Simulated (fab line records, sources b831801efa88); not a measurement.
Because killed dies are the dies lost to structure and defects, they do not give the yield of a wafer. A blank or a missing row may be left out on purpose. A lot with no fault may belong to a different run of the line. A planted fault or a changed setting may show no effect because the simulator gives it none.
fab line records    flow sky130
[record] lots = 5  wafers = 23
route steps=708 shown VT_ADJUST_NCORE@123 VT_ADJUST_HVTR@133 SONOS_TUNNEL@160 SONOS_ONO@177 GATE_OXIDE@192 POLY_GATE@231 LDD_P@261
start_h: hours from the record's opening day to when the first of the lot's shown wafers began    wait_h: hours elapsed since this lot's preceding step    " identical to the entry in the row above    L1.1+2: a row that stands for several wafers    - no value, or no start given    * or withheld: withheld    < > ~ a bound
route shown NAME@n: NAME is a module with steps in the file, n the number in the route of the first one    usual: mean/standard deviation taken from wafers without a fault    same: alike in all rows    chamber/n: place in a boat    sites: per-site readings    _std_site: how widely they spread, as a standard deviation    _edge_site: outer sites' mean less inner sites'    radius_mm: how far each site lies from the wafer's centre    mask NAME#n: copy n    behind: the most recent tool/chamber to have shaped the wafer    hold: the reason the lot was held/the length of the hold in hours/how it ended    device: the n, p or np transistor that did not switch    end of line: tests run on the same wafers once the route is complete    step lacking rows: just its recipe    killed: at the first sort, the dies lost to defects and structure; wafer yield is something else    map: the dies of a wafer, with x for killed, . for not killed, _ for no die there
set.NAME: setting as actually run; set.NAME@STEP: the setting as run at that earlier step    model.NAME: the simulator's own value behind a step, which no gauge read
lots run with intentionally changed settings; tables by step, rows by wafer
[[steps]]
[step SKY_VT_ADJUST_NCORE_EXPOSE_04]
[recipe] mask_id = LVTN_COMPLEMENT_THIN  na = 0.6  source_shape = conventional  sigma_outer = 0.6  polarization = unpolarized  target_cd_nm = 380  dose_mj = 139
lot.wafer       tool              chamber  start_h  wait_h  mask                    set.dose_mj
L075.1+2+3+4+6  iline_stepper-02  0        -        -       LVTN_COMPLEMENT_THIN#0  139
L077.2+3+5      iline_stepper-02  0        -        -       LVTN_COMPLEMENT_THIN#0  139
L079.1+5        iline_stepper-01  0        -        -       LVTN_COMPLEMENT_THIN#0  139
L079.2+4+6      "                 0        "        "       LVTN_COMPLEMENT_THIN#0  145.2
L081.1+3+4      iline_stepper-02  0        -        -       LVTN_COMPLEMENT_THIN#0  139
L081.2+6        "                 0        "        "       LVTN_COMPLEMENT_THIN#0  134.2
L085.1+2+4+5+6  iline_stepper-02  0        -        -       LVTN_COMPLEMENT_THIN#0  139
[step SKY_VT_ADJUST_NCORE_PEB_05]
[recipe] temp_c = withheld  time_s = *  resist = NOVOLAK
[step SKY_VT_ADJUST_NCORE_DEVELOP_06]
[recipe] resist = NOVOLAK  developer = TMAH  develop_time_s = 59.05  dev_temp_c = 23
lot.wafer  tool            chamber  start_h  wait_h  set.dose_mj@VT_ADJUST_NCORE_EXPOSE_04  model.VT_ADJUST_NCORE.cd_nm
L075.1     litho_track-03  0        206.63   0.1     139                                    377.2
L075.2     "               0        "        "       139                                    377.4
L075.3+6   "               0        "        "       139                                    377
L075.4     "               0        "        "       139                                    376.2
L077.2     litho_track-02  0        219.81   0.1     139                                    381.7
L077.3     "               0        "        "       139                                    380.4
L077.5     "               0        "        "       139                                    382.3
L079.1     litho_track-03  0        227.53   0.1     139                                    383.6
L079.2     "               0        "        "       145.2                                  396.2
L079.4     "               0        "        "       145.2                                  394.4
L079.5     "               0        "        "       139                                    382.8
L079.6     "               0        "        "       145.2                                  394.5
L081.1     litho_track-02  0        233.68   0.1     139                                    381.7
L081.2     "               0        "        "       134.2                                  371.9
L081.3     "               0        "        "       139                                    380.6
L081.4     "               0        "        "       139                                    380.1
L081.6     "               0        "        "       134.2                                  370.7
L085.1     litho_track-02  0        262.98   0.1     139                                    379.1
L085.2     "               0        "        "       139                                    381.3
L085.4     "               0        "        "       139                                    379.5
L085.5     "               0        "        "       139                                    382.7
L085.6     "               0        "        "       139                                    382
[step SKY_VT_ADJUST_NCORE_CD_MEAS_07]
[recipe] target_cd_nm = 380
[usual] cd_nm = 380.3/2.1
lot.wafer  tool       chamber  start_h  wait_h  set.dose_mj@VT_ADJUST_NCORE_EXPOSE_04  cd_nm
L075.1     cd_sem-02  -        206.78   0.1     139                                    377.4
L075.2     "          -        "        "       139                                    377.8
L075.3     "          -        "        "       139                                    376.8
L075.4     "          -        "        "       139                                    376.0
L075.6     "          -        "        "       139                                    376.5
L077.2     cd_sem-01  -        219.95   0.1     139                                    381.6
L077.3     "          -        "        "       139                                    380.4
L077.5     "          -        "        "       139                                    382.1
L079.1     cd_sem-01  -        227.68   0.1     139                                    383.3
L079.2     "          -        "        "       145.2                                  396.2
L079.4     "          -        "        "       145.2                                  394.2
L079.5     "          -        "        "       139                                    382.7
L079.6     "          -        "        "       145.2                                  394.9
L081.1     cd_sem-01  -        233.83   0.1     139                                    381.5
L081.2     "          -        "        "       134.2                                  372.1
L081.3     "          -        "        "       139                                    380.7
L081.4     "          -        "        "       139                                    380.0
L081.6     "          -        "        "       134.2                                  370.6
L085.1     cd_sem-01  -        263.13   0.1     139                                    379.3
L085.2     "          -        "        "       139                                    381.1
L085.4     "          -        "        "       139                                    379.7
L085.5     "          -        "        "       139                                    382.6
L085.6     "          -        "        "       139                                    382.2
[step SKY_VT_ADJUST_HVTR_COAT_02]
[recipe] resist = NOVOLAK  spin_rpm = 3000  resist_thk_nm = 1140
lot.wafer  tool            chamber  start_h  wait_h  set.spin_rpm  model.NOVOLAK_of_VT_ADJUST_HVTR_COAT_02.thk_nm
L075.1+2   litho_track-04  0        218.16   0.1     2803          1180
L075.3+4   "               0        "        "       3000          1138
L075.6     "               0        "        "       3000          1139
L077.2     litho_track-04  0        231.33   0.1     3000          1136
L077.3     "               0        "        "       3000          1138
L077.5     "               0        "        "       3000          1140
L079.1     litho_track-03  0        239.38   0.1     3000          1135
L079.2     "               0        "        "       3180          1103
L079.4     "               0        "        "       3180          1104
L079.5     "               0        "        "       3180          1107
L079.6     "               0        "        "       3000          1136
L081.1     litho_track-03  0        245.88   0.1     2784          1178
L081.2     "               0        "        "       2784          1179
L081.3     "               0        "        "       3000          1134
L081.4     "               0        "        "       3000          1140
L081.6     "               0        "        "       2784          1180
L085.1     litho_track-03  0        274.93   0.1     3000          1134
L085.2     "               0        "        "       3000          1132
L085.4     "               0        "        "       3000          1133
L085.5     "               0        "        "       3000          1137
L085.6     "               0        "        "       3000          1139
[step SKY_VT_ADJUST_HVTR_IMPLANT_09]
[recipe] species = B  energy_kev = 10  dose_cm2 = 2.1e+12  tilt_deg = withheld
lot.wafer       tool          chamber  start_h  wait_h  set.dose_cm2
L075.1+2+4      implanter-02  0        229.14   0.0     1.983e+12
L075.3+6        "             0        "        "       2.1e+12
L077.2+3+5      implanter-04  0        243.36   0.0     2.1e+12
L079.1+4        implanter-01  0        251.64   0.0     2.195e+12
L079.2+5+6      "             0        "        "       2.1e+12
L081.1+2+3      implanter-01  0        257.58   0.0     2.1e+12
L081.4+6        "             0        "        "       2.044e+12
L085.1+2+4+5+6  implanter-01  0        287.89   0.0     2.1e+12
[step SKY_VT_ADJUST_HVTR_STRIP_10]
[recipe] chemistry = O2/N2  power_w = 1400  pressure_mtorr = 1500  platen_temp_c = withheld  o2_flow_sccm = 3000  n2_flow_sccm = 300  overash_fraction = 0.5
[usual] strip_time_to_endpoint_s = 14.16/0.046
lot.wafer  tool             chamber  start_h  wait_h  set.spin_rpm@VT_ADJUST_HVTR_COAT_02  strip_time_to_endpoint_s
L075.1     plasma_asher-03  0        229.29   0.1     2803                                 14.62
L075.2     "                1        "        "       2803                                 14.60
L075.3     "                0        "        "       3000                                 14.15
L075.4     "                1        "        "       3000                                 14.14
L075.6     "                1        "        "       3000                                 14.17
L077.2     plasma_asher-03  1        243.48   0.1     3000                                 14.13
L077.3     "                1        "        "       3000                                 14.16
L077.5     "                1        "        "       3000                                 14.19
L079.1     plasma_asher-03  0        251.79   0.1     3000                                 14.10
L079.2     "                1        "        "       3180                                 13.74
L079.4     "                1        "        "       3180                                 13.75
L079.5     "                1        "        "       3180                                 13.79
L079.6     "                0        "        "       3000                                 14.16
L081.1     plasma_asher-03  1        257.73   0.1     2784                                 14.61
L081.2     "                0        "        "       2784                                 14.59
L081.3     "                1        "        "       3000                                 14.11
L081.4     "                0        "        "       3000                                 14.18
L081.6     "                1        "        "       2784                                 14.61
L085.1     plasma_asher-04  1        288.04   0.1     3000                                 14.09
L085.2     "                0        "        "       3000                                 14.09
L085.4     "                0        "        "       3000                                 14.10
L085.5     "                1        "        "       3000                                 14.15
L085.6     "                0        "        "       3000                                 14.16
[step SKY_VT_ADJUST_HVTR_TW_MEAS_11]
[usual] VT_ADJUST_HVTR_TW = 210.4/1.1
lot.wafer  tool           chamber  start_h  wait_h  set.dose_cm2@VT_ADJUST_HVTR_IMPLANT_09  VT_ADJUST_HVTR_TW
L075.1     film_metro-02  -        229.39   0.1     1.983e+12                               205.1
L075.2     "              -        "        "       1.983e+12                               206.3
L075.3     "              -        "        "       2.1e+12                                 209.0
L075.4     "              -        "        "       1.983e+12                               205.5
L075.6     "              -        "        "       2.1e+12                                 209.7
L077.2     film_metro-02  -        243.59   0.1     2.1e+12                                 209.2
L077.3     "              -        "        "       2.1e+12                                 210.1
L077.5     "              -        "        "       2.1e+12                                 209.9
L079.1     film_metro-04  -        251.89   0.1     2.195e+12                               213.7
L079.2     "              -        "        "       2.1e+12                                 211.4
L079.4     "              -        "        "       2.195e+12                               215.2
L079.5     "              -        "        "       2.1e+12                                 212.1
L079.6     "              -        "        "       2.1e+12                                 211.0
L081.1     film_metro-02  -        257.83   0.1     2.1e+12                                 210.1
L081.2     "              -        "        "       2.1e+12                                 210.4
L081.3     "              -        "        "       2.1e+12                                 209.2
L081.4     "              -        "        "       2.044e+12                               208.5
L081.6     "              -        "        "       2.044e+12                               209.7
L085.1     film_metro-01  -        288.14   0.1     2.1e+12                                 210.6
L085.2     "              -        "        "       2.1e+12                                 211.6
L085.4     "              -        "        "       2.1e+12                                 209.4
L085.5     "              -        "        "       2.1e+12                                 210.8
L085.6     "              -        "        "       2.1e+12                                 210.9
[step SKY_SONOS_TUNNEL_DEVELOP_06]
[recipe] resist = NOVOLAK  developer = TMAH  develop_time_s = 60  dev_temp_c = 23
lot.wafer   tool            chamber  start_h  wait_h  set.dev_temp_c
L075.1+3    litho_track-02  0        275.73   0.1     23
L075.2+4+6  "               0        "        "       25.1
L077.2+3+5  litho_track-02  0        291.21   0.1     23
L079.1+5+6  litho_track-02  0        300.08   0.1     24.36
L079.2+4    "               0        "        "       23
L081.1+3+6  litho_track-04  0        307.21   0.1     23
L081.2+4    "               0        "        "       20.49
L085.1+5+6  litho_track-04  0        339.16   0.1     23
L085.2+4    "               0        "        "       19.71
[step SKY_SONOS_TUNNEL_CD_MEAS_07]
[recipe] target_cd_nm = 410
[usual] cd_nm = 410.2/2
lot.wafer  tool       chamber  start_h  wait_h  set.dev_temp_c@SONOS_TUNNEL_DEVELOP_06  cd_nm
L075.1     cd_sem-01  -        275.88   0.1     23                                      410.6
L075.2     "          -        "        "       25.1                                    402.5
L075.3     "          -        "        "       23                                      410.7
L075.4     "          -        "        "       25.1                                    405.6
L075.6     "          -        "        "       25.1                                    405.2
L077.2     cd_sem-02  -        291.35   0.1     23                                      408.8
L077.3     "          -        "        "       23                                      410.3
L077.5     "          -        "        "       23                                      409.4
L079.1     cd_sem-01  -        300.23   0.1     24.36                                   407.0
L079.2     "          -        "        "       23                                      412.5
L079.4     "          -        "        "       23                                      412.9
L079.5     "          -        "        "       24.36                                   406.0
L079.6     "          -        "        "       24.36                                   405.9
L081.1     cd_sem-01  -        307.36   0.1     23                                      413.3
L081.2     "          -        "        "       20.49                                   421.1
L081.3     "          -        "        "       23                                      411.7
L081.4     "          -        "        "       20.49                                   421.0
L081.6     "          -        "        "       23                                      413.8
L085.1     cd_sem-02  -        339.31   0.1     23                                      409.1
L085.2     "          -        "        "       19.71                                   419.2
L085.4     "          -        "        "       19.71                                   419.2
L085.5     "          -        "        "       23                                      411.0
L085.6     "          -        "        "       23                                      413.1
[step SKY_SONOS_TUNNEL_IMPLANT_09]
[recipe] species = B  energy_kev = 20  dose_cm2 = 1e+12  tilt_deg = withheld
lot.wafer       tool          chamber  start_h  wait_h  set.energy_kev  model.implant.rp_nm  model.implant.drp_nm
L075.1+3+6      implanter-01  0        276.04   0.0     19.38           64.43                27.72
L075.2+4        "             0        "        "       20              66.47                28.34
L077.2+3+5      implanter-01  0        291.51   0.0     20              66.31                28.34
L079.1+4+5      implanter-03  0        300.39   0.0     20              63.51                28.34
L079.2+6        "             0        "        "       19.69           62.54                28.03
L081.1+2        implanter-04  0        307.51   0.0     20              64.89                28.34
L081.3+4+6      "             0        "        "       18.8            61.04                27.13
L085.1+2+4+5+6  implanter-01  0        339.46   0.0     20              63.34                28.34
[step SKY_SONOS_ONO_SOFTBAKE_09]
[recipe] temp_c = 90  time_s = 60  resist = NOVOLAK
lot.wafer       tool            chamber  start_h  wait_h  set.temp_c
L075.1+2+3      litho_track-01  0        293.34   0.1     90
L075.4+6        "               0        "        "       87.84
L077.2+3+5      litho_track-02  0        309.11   0.1     90
L079.1+2+4      litho_track-01  0        321.99   0.1     92.48
L079.5+6        "               0        "        "       90
L081.1+2+3+4+6  litho_track-01  0        329.99   0.1     90
L085.1+4+5      litho_track-02  0        359.08   0.1     90
L085.2+6        "               0        "        "       87.02
[step SKY_SONOS_ONO_EXPOSE_10]
[recipe] mask_id = ONOM  target_cd_nm = 410  na = 0.6  source_shape = conventional  sigma_outer = 0.6  dose_mj = 150
[step SKY_SONOS_ONO_PEB_11]
[recipe] temp_c = withheld  time_s = *  resist = NOVOLAK
[step SKY_SONOS_ONO_DEVELOP_12]
[recipe] develop_time_s = 60  dev_temp_c = 23
lot.wafer   tool            chamber  start_h  wait_h  set.temp_c@SONOS_ONO_SOFTBAKE_09  model.NOVOLAK_of_SONOS_ONO_COAT_08.thk_nm
L075.1      litho_track-03  0        305.88   0.1     90                                1138
L075.2      "               0        "        "       90                                1143
L075.3      "               0        "        "       90                                1141
L075.4      "               0        "        "       87.84                             1149
L075.6      "               0        "        "       87.84                             1146
L077.2      litho_track-03  0        321.60   0.1     90                                1145
L077.3+5    "               0        "        "       90                                1142
L079.1+2+4  litho_track-03  0        335.23   0.1     92.48                             1133
L079.5      "               0        "        "       90                                1140
L079.6      "               0        "        "       90                                1141
L081.1+2+6  litho_track-01  0        343.49   0.1     90                                1142
L081.3      "               0        "        "       90                                1148
L081.4      "               0        "        "       90                                1146
L085.1      litho_track-03  0        373.38   0.1     90                                1136
L085.2      "               0        "        "       87.02                             1143
L085.4      "               0        "        "       90                                1133
L085.5      "               0        "        "       90                                1139
L085.6      "               0        "        "       87.02                             1145
[step SKY_SONOS_ONO_ETCH_15]
[recipe] target_depth_nm = 19.52  chemistry = CHF3/O2  source_w = 600  bias_w = 200  pressure_mtorr = 40  chf3_flow_sccm = 50  O2_flow_sccm = 5  time_s = 7.8
lot.wafer  tool         chamber  start_h  wait_h  set.temp_c@SONOS_ONO_SOFTBAKE_09  model.NOVOLAK_of_SONOS_ONO_COAT_08.thk_nm
L075.1     rie_diel-03  2        306.18   0.0     90                                1122
L075.2     "            3        "        "       90                                1127
L075.3     "            0        "        "       90                                1125
L075.4     "            1        "        "       87.84                             1133
L075.6     "            1        "        "       87.84                             1130
L077.2     rie_diel-01  3        321.88   0.0     90                                1129
L077.3+5   "            2        "        "       90                                1126
L079.1     rie_diel-02  2        335.53   0.0     92.48                             1116
L079.2+4   "            1,3      "        "       92.48                             1117
L079.5     "            0        "        "       90                                1124
L079.6     "            1        "        "       90                                1125
L081.1     rie_diel-01  0        343.79   0.0     90                                1125
L081.2+6   "            2,1      "        "       90                                1126
L081.3     "            1        "        "       90                                1132
L081.4     "            3        "        "       90                                1129
L085.1     rie_diel-01  3        373.68   0.0     90                                1120
L085.2     "            2        "        "       87.02                             1127
L085.4     "            1        "        "       90                                1117
L085.5     "            0        "        "       90                                1123
L085.6     "            1        "        "       87.02                             1129
[step SKY_GATE_OXIDE_COAT_05]
[recipe] resist = NOVOLAK  spin_rpm = 3000  resist_thk_nm = 1140
lot.wafer  tool            chamber  start_h  wait_h  set.resist_thk_nm  model.NOVOLAK_of_GATE_OXIDE_COAT_05.thk_nm
L075.1     litho_track-03  0        321.13   0.1     1140               1134
L075.2     "               0        "        "       1203               1200
L075.3     "               0        "        "       1140               1135
L075.4     "               0        "        "       1140               1136
L075.6     "               0        "        "       1203               1202
L077.2     litho_track-03  0        338.00   0.1     1140               1136
L077.3     "               0        "        "       1140               1132
L077.5     "               0        "        "       1140               1137
L079.1+6   litho_track-03  0        352.73   0.1     1140               1144
L079.2     "               0        "        "       1140               1143
L079.4     "               0        "        "       1140               1142
L079.5     "               0        "        "       1140               1139
L081.1     litho_track-02  0        359.53   0.1     1140               1148
L081.2+6   "               0        "        "       1140               1145
L081.3     "               0        "        "       1140               1146
L081.4     "               0        "        "       1140               1144
L085.1     litho_track-02  0        389.13   0.1     1140               1142
L085.2     "               0        "        "       1169               1171
L085.4     "               0        "        "       1169               1172
L085.5     "               0        "        "       1140               1140
L085.6     "               0        "        "       1169               1170
[step SKY_GATE_OXIDE_IMPLANT_11]
[recipe] species = B  energy_kev = 10  dose_cm2 = 2.6e+12  tilt_deg = withheld
lot.wafer   tool          chamber  start_h  wait_h  set.dose_cm2
L075.1+2+4  implanter-03  0        334.59   0.0     2.6e+12
L075.3+6    "             0        "        "       2.533e+12
L077.2+3+5  implanter-02  0        351.67   0.0     2.6e+12
L079.1+6    implanter-04  0        366.81   0.0     2.6e+12
L079.2+4+5  "             0        "        "       2.415e+12
L081.1+6    implanter-03  0        374.96   0.0     2.6e+12
L081.2+3+4  "             0        "        "       2.519e+12
L085.1+2+4  implanter-04  0        404.14   0.0     2.6e+12
L085.5+6    "             0        "        "       2.498e+12
[step SKY_GATE_OXIDE_WET_ETCH_12]
[recipe] chemistry = dHF  target_depth_nm = 16.8  dry = n2_spin  target = SiO2  dilution = 100:1  temp_c = 25  time_s = 336
[step SKY_GATE_OXIDE_STRIP_13]
[recipe] chemistry = O2/N2  power_w = 1400  pressure_mtorr = 1500  platen_temp_c = withheld  o2_flow_sccm = 3000  n2_flow_sccm = 300  overash_fraction = 0.5
[usual] strip_time_to_endpoint_s = 14.18/0.037
lot.wafer  tool             chamber  start_h  wait_h  set.resist_thk_nm@GATE_OXIDE_COAT_05  strip_time_to_endpoint_s
L075.1     plasma_asher-03  1        334.84   0.0     1140                                  14.12
L075.2     "                0        "        "       1203                                  14.82
L075.3     "                0        "        "       1140                                  14.12
L075.4     "                1        "        "       1140                                  14.14
L075.6     "                1        "        "       1203                                  14.85
L077.2     plasma_asher-03  1        351.90   0.0     1140                                  14.13
L077.3     "                0        "        "       1140                                  14.09
L077.5     "                1        "        "       1140                                  14.15
L079.1     plasma_asher-03  1        367.06   0.0     1140                                  14.24
L079.2     "                0        "        "       1140                                  14.22
L079.4     "                1        "        "       1140                                  14.22
L079.5     "                0        "        "       1140                                  14.16
L079.6     "                1        "        "       1140                                  14.23
L081.1     plasma_asher-01  1        375.25   0.0     1140                                  14.26
L081.2     "                0        "        "       1140                                  14.23
L081.3     "                0        "        "       1140                                  14.24
L081.4     "                1        "        "       1140                                  14.20
L081.6     "                1        "        "       1140                                  14.23
L085.1     plasma_asher-04  0        404.41   0.0     1140                                  14.20
L085.2     "                1        "        "       1169                                  14.50
L085.4     "                0        "        "       1169                                  14.51
L085.5     "                0        "        "       1140                                  14.19
L085.6     "                1        "        "       1169                                  14.48
[step SKY_GATE_OXIDE_TW_MEAS_14]
[usual] GATE_OXIDE_TW = 223.6/1.4
lot.wafer  tool           chamber  start_h  wait_h  set.dose_cm2@GATE_OXIDE_IMPLANT_11  GATE_OXIDE_TW
L075.1     film_metro-01  -        334.94   0.1     2.6e+12                             223.4
L075.2     "              -        "        "       2.6e+12                             224.9
L075.3     "              -        "        "       2.533e+12                           223.0
L075.4     "              -        "        "       2.6e+12                             224.4
L075.6     "              -        "        "       2.533e+12                           221.9
L077.2     film_metro-01  -        352.01   0.1     2.6e+12                             223.9
L077.3     "              -        "        "       2.6e+12                             224.5
L077.5     "              -        "        "       2.6e+12                             224.4
L079.1     film_metro-02  -        367.16   0.1     2.6e+12                             220.8
L079.2     "              -        "        "       2.415e+12                           216.0
L079.4     "              -        "        "       2.415e+12                           216.6
L079.5     "              -        "        "       2.415e+12                           216.1
L079.6     "              -        "        "       2.6e+12                             220.9
L081.1     film_metro-01  -        375.35   0.1     2.6e+12                             223.7
L081.2     "              -        "        "       2.519e+12                           222.8
L081.3     "              -        "        "       2.519e+12                           222.4
L081.4     "              -        "        "       2.519e+12                           223.0
L081.6     "              -        "        "       2.6e+12                             225.4
L085.1     film_metro-01  -        404.51   0.1     2.6e+12                             224.5
L085.2     "              -        "        "       2.6e+12                             223.9
L085.4     "              -        "        "       2.6e+12                             224.2
L085.5     "              -        "        "       2.498e+12                           222.1
L085.6     "              -        "        "       2.498e+12                           221.4
[step SKY_POLY_GATE_ETCH_17]
[recipe] target_depth_nm = 180  stop_on = SiO2  over_etch_frac = 0.56667  chemistry = HBr/Cl2  target = poly-Si  icp_w = 400  bias_w = 100  pressure_mtorr = 10  HBr_flow_sccm = 150  Cl2_flow_sccm = 50  time_s = 70.5
[usual] oes_product_au = 0.984/0.0074
lot.wafer  tool       chamber  start_h  wait_h  set.over_etch_frac  set.temp_c@SONOS_ONO_SOFTBAKE_09  oes_product_au  model.etch.depth_nm
L075.1     rie_si-02  3        395.98   0.0     0.6289              90                                0.966           -
L075.2     "          0        "        "       0.56667             90                                0.992           179.9
L075.3     "          1        "        "       0.56667             90                                0.988           178.9
L075.4     "          2        "        "       0.56667             87.84                             0.982           175.1
L075.6     "          0        "        "       0.6289              87.84                             0.964           -
L077.2     rie_si-01  1        420.62   0.0     0.56667             90                                0.990           180
L077.3     "          3        "        "       0.56667             90                                0.993           179.8
L077.5     "          3        "        "       0.56667             90                                0.990           180.6
L079.1     rie_si-01  3        431.47   0.0     0.56667             92.48                             0.985           -
L079.2     "          2        "        "       0.7315              92.48                             0.918           -
L079.4     "          0        "        "       0.56667             92.48                             0.990           -
L079.5     "          1        "        "       0.7315              90                                0.921           177.6
L079.6     "          2        "        "       0.7315              90                                0.921           177.7
L081.1     rie_si-02  0        448.99   0.0     0.56667             90                                0.978           179.5
L081.2     "          3        "        "       0.6983              90                                0.938           -
L081.3     "          2        "        "       0.6983              90                                0.940           -
L081.4     "          1        "        "       0.56667             90                                0.981           -
L081.6     "          1        "        "       0.56667             90                                0.985           177.4
L085.1     rie_si-02  3        472.22   0.0     0.56667             90                                0.969           -
L085.2     "          1        "        "       0.4681              87.02                             0.973           161.7
L085.4     "          0        "        "       0.56667             90                                0.983           -
L085.5     "          3        "        "       0.4681              90                                0.990           164.5
L085.6     "          2        "        "       0.56667             87.02                             0.967           -
[step SKY_LDD_P_DEVELOP_06]
[recipe] resist = NOVOLAK  developer = TMAH  develop_time_s = 60  dev_temp_c = 23
lot.wafer       tool            chamber  start_h  wait_h  set.develop_time_s
L075.1+2+3+4+6  litho_track-02  0        461.03   0.1     60
L077.2+3+5      litho_track-04  0        486.28   0.1     60
L079.1+2+6      litho_track-04  0        501.10   0.1     60
L079.4+5        "               0        "        "       68.11
L081.1+3+6      litho_track-02  0        514.23   0.1     65.45
L081.2+4        "               0        "        "       60
L085.1+2+6      litho_track-02  0        538.83   0.1     60
L085.4+5        "               0        "        "       68.74
[step SKY_LDD_P_CD_MEAS_07]
[recipe] target_cd_nm = 380
[usual] cd_nm = 380.2/2.9
lot.wafer  tool       chamber  start_h  wait_h  set.develop_time_s@LDD_P_DEVELOP_06  cd_nm
L075.1     cd_sem-02  -        461.18   0.1     60                                   378.3
L075.2     "          -        "        "       60                                   381.5
L075.3     "          -        "        "       60                                   380.3
L075.4     "          -        "        "       60                                   381.6
L075.6     "          -        "        "       60                                   381.4
L077.2     cd_sem-02  -        486.42   0.1     60                                   380.3
L077.3     "          -        "        "       60                                   379.6
L077.5     "          -        "        "       60                                   381.5
L079.1     cd_sem-02  -        501.25   0.1     60                                   383.0
L079.2     "          -        "        "       60                                   381.6
L079.4     "          -        "        "       68.11                                395.2
L079.5     "          -        "        "       68.11                                395.4
L079.6     "          -        "        "       60                                   383.8
L081.1     cd_sem-02  -        514.38   0.1     65.45                                395.5
L081.2     "          -        "        "       60                                   387.3
L081.3     "          -        "        "       65.45                                393.2
L081.4     "          -        "        "       60                                   385.9
L081.6     "          -        "        "       65.45                                395.4
L085.1     cd_sem-01  -        538.98   0.1     60                                   378.7
L085.2     "          -        "        "       60                                   380.3
L085.4     "          -        "        "       68.74                                391.5
L085.5     "          -        "        "       68.74                                390.9
L085.6     "          -        "        "       60                                   379.0
[[key]]
[split] step = SKY_VT_ADJUST_NCORE_EXPOSE_04  setting = dose_mj  stated = 139  by = wafer
[response] step = SKY_VT_ADJUST_NCORE_DEVELOP_06  reading = model.VT_ADJUST_NCORE.cd_nm  change = +2.69  per = 1%  r = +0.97
[response] step = SKY_VT_ADJUST_NCORE_CD_MEAS_07  reading = cd_nm  change = +2.72  per = 1%  r = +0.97
[split] step = SKY_VT_ADJUST_HVTR_COAT_02  setting = spin_rpm  stated = 3000  by = wafer
[response] step = SKY_VT_ADJUST_HVTR_COAT_02  reading = model.NOVOLAK_of_VT_ADJUST_HVTR_COAT_02.thk_nm  change = -5.81  per = 1%  r = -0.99
[response] step = SKY_VT_ADJUST_HVTR_STRIP_10  reading = strip_time_to_endpoint_s  change = *  per = 1%  r = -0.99
[split] step = SKY_VT_ADJUST_HVTR_IMPLANT_09  setting = dose_cm2  stated = 2.1e+12  by = wafer
[response] step = SKY_VT_ADJUST_HVTR_TW_MEAS_11  reading = VT_ADJUST_HVTR_TW  change = +0.623  per = 1%  r = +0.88
[split] step = SKY_SONOS_TUNNEL_DEVELOP_06  setting = dev_temp_c  stated = 23  by = wafer
[response] step = SKY_SONOS_TUNNEL_CD_MEAS_07  reading = cd_nm  change = -0.678  per = 1%  r = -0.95
[split] step = SKY_SONOS_TUNNEL_IMPLANT_09  setting = energy_kev  stated = 20  by = wafer
[response] step = SKY_SONOS_TUNNEL_IMPLANT_09  reading = model.implant.rp_nm  change = +0.644  per = 1%  r = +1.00
[response] step = SKY_SONOS_TUNNEL_IMPLANT_09  reading = model.implant.drp_nm  change = +0.2  per = 1%  r = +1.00
[split] step = SKY_SONOS_ONO_SOFTBAKE_09  setting = temp_c  stated = 90  by = wafer
[response] step = SKY_SONOS_ONO_DEVELOP_12  reading = model.NOVOLAK_of_SONOS_ONO_COAT_08.thk_nm  change = -2.54  per = 1%  r = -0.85
[response] step = SKY_SONOS_ONO_ETCH_15  reading = model.NOVOLAK_of_SONOS_ONO_COAT_08.thk_nm  change = -2.6  per = 1%  r = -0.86
[response] step = SKY_POLY_GATE_ETCH_17  reading = model.etch.depth_nm  change = +1.22  per = 1%  r = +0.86
[split] step = SKY_GATE_OXIDE_COAT_05  setting = resist_thk_nm  stated = 1140  by = wafer
[response] step = SKY_GATE_OXIDE_COAT_05  reading = model.NOVOLAK_of_GATE_OXIDE_COAT_05.thk_nm  change = +11.8  per = 1%  r = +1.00
[response] step = SKY_GATE_OXIDE_STRIP_13  reading = strip_time_to_endpoint_s  change = *  per = 1%  r = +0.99
[split] step = SKY_GATE_OXIDE_IMPLANT_11  setting = dose_cm2  stated = 2.6e+12  by = wafer
[response] step = SKY_GATE_OXIDE_TW_MEAS_14  reading = GATE_OXIDE_TW  change = +0.639  per = 1%  r = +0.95
[split] step = SKY_POLY_GATE_ETCH_17  setting = over_etch_frac  stated = 0.56667  by = wafer
[response] step = SKY_POLY_GATE_ETCH_17  reading = oes_product_au  change = -0.00185  per = 1%  r = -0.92
[split] step = SKY_LDD_P_DEVELOP_06  setting = develop_time_s  stated = 60  by = wafer
[response] step = SKY_LDD_P_CD_MEAS_07  reading = cd_nm  change = +0.869  per = 1%  r = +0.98
